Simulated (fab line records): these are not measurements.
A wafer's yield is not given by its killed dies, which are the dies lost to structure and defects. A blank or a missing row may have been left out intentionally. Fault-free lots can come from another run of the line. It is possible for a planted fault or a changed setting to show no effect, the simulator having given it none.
The tool behind it: which one? -- flow gf180mcu -- Sampling: 6 lots, 18 wafers, 3 of 602 route steps

## WHAT THE GAUGES SHOWED, per wafer
GF_HV_LDD_TW_MEAS_50.
lot,measured,on,HV_LDD_4_TW
L793,day 12 22:06,filmMetro-01,571.7 569.6 570.0
L804,day 16 16:51,filmMetro-01,487.9 487.2 483.2 486.5 486.2 487.4
L807,day 17 19:40,filmMetro-01,567.9 563.8 566.0
L811,day 19 08:26,filmMetro-04,571.0 568.5 569.3
L813,day 19 19:59,filmMetro-04,567.8 567.9 570.7
L815,day 20 18:14,filmMetro-01,570.3 567.2 568.4

## WHAT TOOL EACH LOT RAN ON (gives the tool, then ch and the chambers of the sampled wafers, and finally the start)
lot,GF_DUAL_GATE_STRIP_13,GF_HV_LDD_IMPLANT_48
L793,"plasmaAsher-01 ch 0, day 8 16:38","implanter-04 ch 0, day 12 21:52"
L804,"plasmaAsher-01 ch 0,1, day 12 01:25","implanter-04 ch 0, day 16 16:37"
L807,"plasmaAsher-01 ch 0,1, day 12 20:35","implanter-02 ch 0, day 17 19:26"
L811,"plasmaAsher-01 ch 0,1, day 14 02:32","implanter-02 ch 0, day 19 08:11"
L813,"plasmaAsher-01 ch 0,1, day 14 14:50","implanter-04 ch 0, day 19 19:46"
L815,"plasmaAsher-04 ch 0,1, day 15 12:17","implanter-02 ch 0, day 20 17:59"
- GF_DUAL_GATE_STRIP_13: strips in O2/N2.
- GF_HV_LDD_IMPLANT_48

## THE ANSWER, worked out from the rows above alone
Rule: what is usual is taken from the lots themselves. The widest of any qualifying gaps counts: lots, ordered by their means at a reading, are off when they make up no more than a third of the lots, leave a main group of 4 or more, and stand apart from it by 3 or more times the standard deviation of that group's means. A main group whose means are all the same, to the digits that the tables above print for the reading, isn't used. A lot without any number at a reading at which 4 lots or more have one is off too. Any other lot the step has rows for is counted as sound.
Off: L804, at GF_HV_LDD_TW_MEAS_50 (HV_LDD_4_TW). The main group has a mean of 568.7 with a standard deviation of 1.5.
A tool fits if, at a process step before that reading, it ran every lot that is off, and no sound lot after the first of them. Those tools and the gauges at GF_HV_LDD_TW_MEAS_50 are tried in the same way. Of those tried, none fits.

## WHAT WAS PUT IN BY THE SIMULATOR
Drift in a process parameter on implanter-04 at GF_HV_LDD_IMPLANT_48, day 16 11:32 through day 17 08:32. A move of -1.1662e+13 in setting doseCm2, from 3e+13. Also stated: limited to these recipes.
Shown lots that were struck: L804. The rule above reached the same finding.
